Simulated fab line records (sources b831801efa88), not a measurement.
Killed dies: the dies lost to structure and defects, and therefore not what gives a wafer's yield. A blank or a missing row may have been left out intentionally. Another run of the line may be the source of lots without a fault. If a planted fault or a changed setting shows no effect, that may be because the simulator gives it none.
fab line records	flow sky130
record lots=7	wafers=21	last_day=51
route steps=708 shown FIELD_ISO@31 NWELL@32 DNWELL@35 PWDE@45
lots that met no fault: taken from a fault-free run of the same line
start_h: hours from the record's first day to the start of the lot's first wafer shown	wait_h: how many hours have passed since the lot's step before this one	" unchanged from the row above	L1.1+2: a row that stands for several wafers	- no value present, or no start provided	* or withheld: withheld	< > ~ a bound
route shown NAME@n: NAME is a module with steps in the file, n the number in the route of the first one	usual: mean/standard deviation taken from wafers without a fault	same: alike in all rows	chamber/n: place in a boat	sites: readings site by site	_std_site: standard deviation of those values	_edge_site: the outer-site mean with the inner-site mean subtracted	radius_mm: for every site, how far away it sits from the centre of the wafer	mask NAME#n: copy n	behind: the tool/chamber that last shaped the wafer	hold: why the lot was held/for how many hours/how that ended	device: whichever transistor did not switch (one of n, p or np)	end of line: the route-end tests of the same wafers	where a step has no rows: the recipe by itself	killed: at the first sort, the dies lost to defects and structure; wafer yield is something else	map: dies across one wafer; x = killed, . = not, _ = none there
set.NAME: the setting as run; set.NAME@STEP: as run at that earlier step	model.NAME: the simulator's own value behind a step, which no gauge read
lots seen at some steps along the route; tables by step, rows by wafer
services: a tool's chamber out of use, with start hour (start_h, from the record's first day; less than 0 if before it), hours out, and reason
## steps
# step SKY_FIELD_ISO_WET_ETCH_30
# recipe chemistry=dHF	target_depth_nm=25	target=SiO2	dilution=10:1	temp_c=25	time_s=50
# step SKY_NWELL_CLEAN_00
# recipe chemistry=SC1/SC2	mix=1:4:20	temp_c=70	time_s=150	dry=n2_spin
# step SKY_NWELL_OXIDATION_01
# recipe temp_c=900	ambient=O2	stabilise_s=600	purge_s=300	target_thk_a=100	ox_time_s=1418
# step SKY_NWELL_THK_MEAS_02
# recipe reads=SiO2_of_NWELL_OXIDATION_01
# usual NWELL_OXIDATION_THK=10.05/0.17
lot.wafer	tool	chamber	start_h	wait_h	NWELL_OXIDATION_THK[nm]
L518.2	film_metro-03	-	66.14	0.0	10.23
L518.4	"	-	"	"	10.09
L518.5	"	-	"	"	9.92
L520.1	film_metro-03	-	73.19	0.0	9.97
L520.3	"	-	"	"	9.98
L520.4	"	-	"	"	9.90
L521.4	film_metro-01	-	79.54	0.0	9.92
L521.5	"	-	"	"	9.90
L521.6	"	-	"	"	10.00
L522.1	film_metro-03	-	84.93	0.0	10.24
L522.4	"	-	"	"	10.24
L522.5	"	-	"	"	10.42
L532.1	film_metro-02	-	141.59	0.0	9.96
L532.2	"	-	"	"	10.00
L532.3	"	-	"	"	10.08
L534.2	film_metro-02	-	147.67	0.0	9.96
L534.3	"	-	"	"	10.02
L534.4	"	-	"	"	9.90
L536.1	film_metro-03	-	155.20	0.0	9.93
L536.2	"	-	"	"	10.20
L536.5	"	-	"	"	10.00
# step SKY_DNWELL_DEHYDRATE_00
# recipe temp_c=200	time_s=60
# step SKY_DNWELL_HMDS_01
# recipe prime_time_s=60	prime_temp_c=120
# step SKY_DNWELL_COAT_02
# recipe spin_rpm=2000	resist_thk_nm=3000
# step SKY_DNWELL_SOFTBAKE_03
# recipe temp_c=110	time_s=withheld
# step SKY_DNWELL_EXPOSE_04
# recipe mask_id=DNM	na=0.57	target_cd_nm=3000	dose_mj=222
# step SKY_DNWELL_PEB_05
# recipe temp_c=115	time_s=withheld
# step SKY_DNWELL_DEVELOP_06
# recipe wall_angle_deg=90	developer=TMAH	develop_time_s=60	dev_temp_c=23
# step SKY_DNWELL_IMPLANT_07
# recipe species=P	energy_kev=withheld	dose_cm2=withheld	tilt_deg=withheld
# step SKY_DNWELL_STRIP_08
# recipe chemistry=O2/N2	power_w=1400	pressure_mtorr=1500	platen_temp_c=withheld	o2_flow_sccm=3000	n2_flow_sccm=300	overash_fraction=0.5
# usual chamber_pressure_mTorr=1499.9/1.5	drypump_motor_current_A=5.9/0.47	oes_product_au=0.722/0.0044	strip_time_to_endpoint_s=36.91/0.09
lot.wafer	tool	chamber	start_h	wait_h	chamber_pressure_mTorr	drypump_motor_current_A	oes_product_au	rf_hours_counter_h	strip_time_to_endpoint_s	model.coat_of_DNWELL_COAT_02.thk_nm
L518.2	plasma_asher-04	0	82.77	0.1	1502.2	6.4	0.724	37	36.81	0
L518.4	"	0	"	"	1499.9	6.5	0.727	-	36.84	0
L518.5	"	1	"	"	1500.0	6.1	0.727	-	36.83	0
L520.1	plasma_asher-04	1	90.94	0.1	-	-	-	-	-	2995
L520.3	"	1	"	"	-	-	-	-	-	3001
L520.4	"	0	"	"	-	-	-	-	-	3005
L521.4	plasma_asher-01	0	97.98	0.1	-	-	-	-	-	2995
L521.5	"	0	"	"	-	-	-	-	-	2998
L521.6	"	1	"	"	-	-	-	-	-	2991
L522.1	plasma_asher-01	0	103.48	0.1	-	-	-	-	-	2996
L522.4	"	1	"	"	-	-	-	-	-	2996
L522.5	"	1	"	"	-	-	-	-	-	2985
L532.1	plasma_asher-04	0	161.24	0.1	1502.2	6.4	0.735	44	36.96	0
L532.2	"	1	"	"	1500.4	6.1	0.722	44	36.86	0
L532.3	"	0	"	"	1499.4	6.4	0.722	-	36.82	0
L534.2	plasma_asher-01	0	168.74	0.1	1501.5	5.0	0.723	5	36.89	0
L534.3	"	0	"	"	1501.2	5.0	0.717	-	36.83	0
L534.4	"	1	"	"	1501.0	5.8	0.718	-	36.91	0
L536.1	plasma_asher-04	1	177.27	0.1	1498.0	6.1	0.719	46	37.08	0
L536.2	"	0	"	"	1498.2	6.4	0.714	46	37.07	0
L536.5	"	1	"	"	1501.9	6.1	0.723	-	37.00	0
# step SKY_DNWELL_TW_MEAS_09
# usual DNWELL_TW=1116/8.1
lot.wafer	tool	chamber	start_h	wait_h	DNWELL_TW
L518.2	film_metro-02	-	82.88	0.1	1133
L518.4	"	-	"	"	1131
L518.5	"	-	"	"	1131
L520.1	film_metro-02	-	91.04	0.1	1124
L520.3	"	-	"	"	1128
L520.4	"	-	"	"	1129
L521.4	film_metro-03	-	98.07	0.1	1114
L521.5	"	-	"	"	1112
L521.6	"	-	"	"	1107
L522.1	film_metro-01	-	103.58	0.1	1105
L522.4	"	-	"	"	1103
L522.5	"	-	"	"	1101
L532.1	film_metro-03	-	161.34	0.1	1111
L532.2	"	-	"	"	1116
L532.3	"	-	"	"	1109
L534.2	film_metro-03	-	168.85	0.1	1115
L534.3	"	-	"	"	1120
L534.4	"	-	"	"	1122
L536.1	film_metro-02	-	177.37	0.1	1121
L536.2	"	-	"	"	1115
L536.5	"	-	"	"	1116
# step SKY_PWDE_DEHYDRATE_00
# recipe temp_c=200	time_s=60
# step SKY_PWDE_HMDS_01
# recipe prime_time_s=60	prime_temp_c=120
# step SKY_PWDE_COAT_02
# recipe spin_rpm=2000	resist_thk_nm=3000
# step SKY_PWDE_SOFTBAKE_03
# recipe temp_c=110	time_s=withheld
# step SKY_PWDE_EXPOSE_04
# recipe mask_id=PWDEM	na=0.6	source_shape=conventional	sigma_outer=0.6	polarization=unpolarized	target_cd_nm=840	dose_mj=214
# step SKY_PWDE_PEB_05
# recipe temp_c=115	time_s=withheld
# step SKY_PWDE_DEVELOP_06
# recipe wall_angle_deg=90	developer=TMAH	develop_time_s=60	dev_temp_c=23
# step SKY_PWDE_OVL_MEAS_07
# usual PWDE_OVL=0.7/1.4
lot.wafer	tool	chamber	start_h	wait_h	PWDE_OVL[nm]
L518.2	overlay-02	-	100.75	-	0.4
L518.4	"	-	"	"	0.9
L518.5	"	-	"	"	0.9
L520.1	overlay-02	-	109.67	-	-0.1
L520.3	"	-	"	"	-0.9
L520.4	"	-	"	"	-0.8
L521.4	overlay-02	-	116.43	-	2.1
L521.5	"	-	"	"	2.3
L521.6	"	-	"	"	1.2
L522.1	overlay-02	-	122.64	-	-0.7
L522.4	"	-	"	"	0.1
L522.5	"	-	"	"	-0.9
L532.1	overlay-02	-	183.04	-	0.4
L532.2	"	-	"	"	0.5
L532.3	"	-	"	"	0.1
L534.2	overlay-01	-	190.15	-	2.5
L534.3	"	-	"	"	2.6
L534.4	"	-	"	"	0.4
L536.1	overlay-01	-	199.47	-	2.1
L536.2	"	-	"	"	1.6
L536.5	"	-	"	"	0.3
# step SKY_PWDE_IMPLANT_08
# recipe species=B	energy_kev=150	dose_cm2=3.6e+12	tilt_deg=withheld
# step SKY_PWDE_STRIP_09
# recipe chemistry=O2/N2	power_w=1400	pressure_mtorr=1500	platen_temp_c=withheld	o2_flow_sccm=3000	n2_flow_sccm=300	overash_fraction=0.5
# usual chamber_pressure_mTorr=1500.1/1.2	drypump_motor_current_A=5.6/0.5	oes_product_au=0.722/0.0047	strip_time_to_endpoint_s=36.89/0.11
lot.wafer	tool	chamber	start_h	wait_h	chamber_pressure_mTorr	drypump_motor_current_A	oes_product_au	rf_hours_counter_h	strip_time_to_endpoint_s
L518.2	plasma_asher-02	1	100.93	0.1	1498.5	5.2	0.719	31	36.95
L518.4	"	0	"	"	1499.0	5.4	0.729	-	36.93
L518.5	"	1	"	"	1498.4	5.2	0.715	-	37.01
L520.1	plasma_asher-02	0	109.85	0.1	1500.3	5.5	0.735	32	81.04
L520.3	"	1	"	"	1499.9	5.2	0.742	-	81.23
L520.4	"	0	"	"	1500.5	5.4	0.739	-	81.25
L521.4	plasma_asher-04	1	116.64	0.1	1500.4	6.1	0.739	-	81.11
L521.5	"	0	"	"	1500.8	6.4	0.741	-	81.08
L521.6	"	1	"	"	1498.2	6.1	0.741	-	80.87
L522.1	plasma_asher-01	1	122.83	0.1	1499.1	5.8	0.738	0	81.16
L522.4	"	0	"	"	1501.0	5.0	0.740	-	81.16
L522.5	"	1	"	"	1499.3	5.9	0.743	-	81.04
L532.1	plasma_asher-01	1	183.23	0.1	1498.1	5.8	0.726	6	36.93
L532.2	"	0	"	"	1497.1	5.0	0.726	6	37.00
L532.3	"	0	"	"	1498.0	5.0	0.724	-	36.89
L534.2	plasma_asher-04	1	190.33	0.1	1501.3	6.1	0.723	47	36.99
L534.3	"	1	"	"	1499.5	6.1	0.726	-	36.92
L534.4	"	0	"	"	1500.5	6.4	0.720	-	37.02
L536.1	plasma_asher-04	0	199.65	0.1	1500.8	6.4	0.715	48	36.89
L536.2	"	1	"	"	1500.8	6.1	0.728	48	36.78
L536.5	"	0	"	"	1501.4	6.4	0.724	-	36.84
# step SKY_PWDE_TW_MEAS_10
# usual PWDE_TW=375.2/2.1
lot.wafer	tool	chamber	start_h	wait_h	PWDE_TW
L518.2	film_metro-03	-	101.04	0.1	374.5
L518.4	"	-	"	"	375.3
L518.5	"	-	"	"	376.4
L520.1	film_metro-02	-	109.95	0.1	30.4
L520.3	"	-	"	"	30.4
L520.4	"	-	"	"	30.3
L521.4	film_metro-02	-	116.73	0.1	30.4
L521.5	"	-	"	"	30.2
L521.6	"	-	"	"	30.2
L522.1	film_metro-02	-	122.93	0.1	30.1
L522.4	"	-	"	"	30.3
L522.5	"	-	"	"	30.1
L532.1	film_metro-03	-	183.33	0.1	375.3
L532.2	"	-	"	"	374.8
L532.3	"	-	"	"	376.1
L534.2	film_metro-02	-	190.44	0.1	375.8
L534.3	"	-	"	"	375.6
L534.4	"	-	"	"	376.2
L536.1	film_metro-02	-	199.75	0.1	375.3
L536.2	"	-	"	"	374.4
L536.5	"	-	"	"	374.3
# step SKY_NWELL_DEHYDRATE_03
# recipe temp_c=200	time_s=60
## services
tool	chamber	start_h	hours	kind
plasma_asher-01	-	108.75	9.0	pm
plasma_asher-01	0	108.75	9.0	vent_cycle
plasma_asher-01	1	108.75	9.0	vent_cycle
plasma_asher-01	0	117.75	-	clean
plasma_asher-01	1	117.75	-	clean
plasma_asher-02	-	181.92	0.7	repair
plasma_asher-02	-	197.13	12.9	repair
## key
first_sign step=SKY_DNWELL_STRIP_08	reading=tool_record	direction=missing
effect step=SKY_PWDE_STRIP_09	reading=strip_time_to_endpoint_s	direction=up	sigmas=99+	usual=*	struck=*
effect step=SKY_PWDE_TW_MEAS_10	reading=PWDE_TW	direction=down	sigmas=99+	usual=375.2	struck=30.3
model_effect step=SKY_DNWELL_STRIP_08	value=coat_of_DNWELL_COAT_02.thk_nm	without=0	struck=2996
met_at SKY_DNWELL_STRIP_08
struck_wafers L520.1,L520.3,L520.4,L521.4,L521.5,L521.6,L522.1,L522.4,L522.5
sort_left_out L520.1,L520.3,L520.4,L521.4,L521.5,L521.6,L522.1,L522.4,L522.5
tester_left_out L520,L521,L522
onset_between 82.77 90.94
fault kind=skipped_step_whole	tool=plasma_asher-01,plasma_asher-04	chamber=-	onset_h=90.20	steps=SKY_DNWELL_STRIP_08	scope=struck_lots_only
# tester_left_out: of these lots the tester's yield and bins aren't shown, on N5 and GAA mostly nor the transistor test; their killed dies are dies lost to structure and defects alone, not to doping, threshold or leakage, so they don't give the yield
# sort_left_out: the simulated sort isn't trusted on such a fault, so these wafers' sort isn't shown, and their yield isn't known
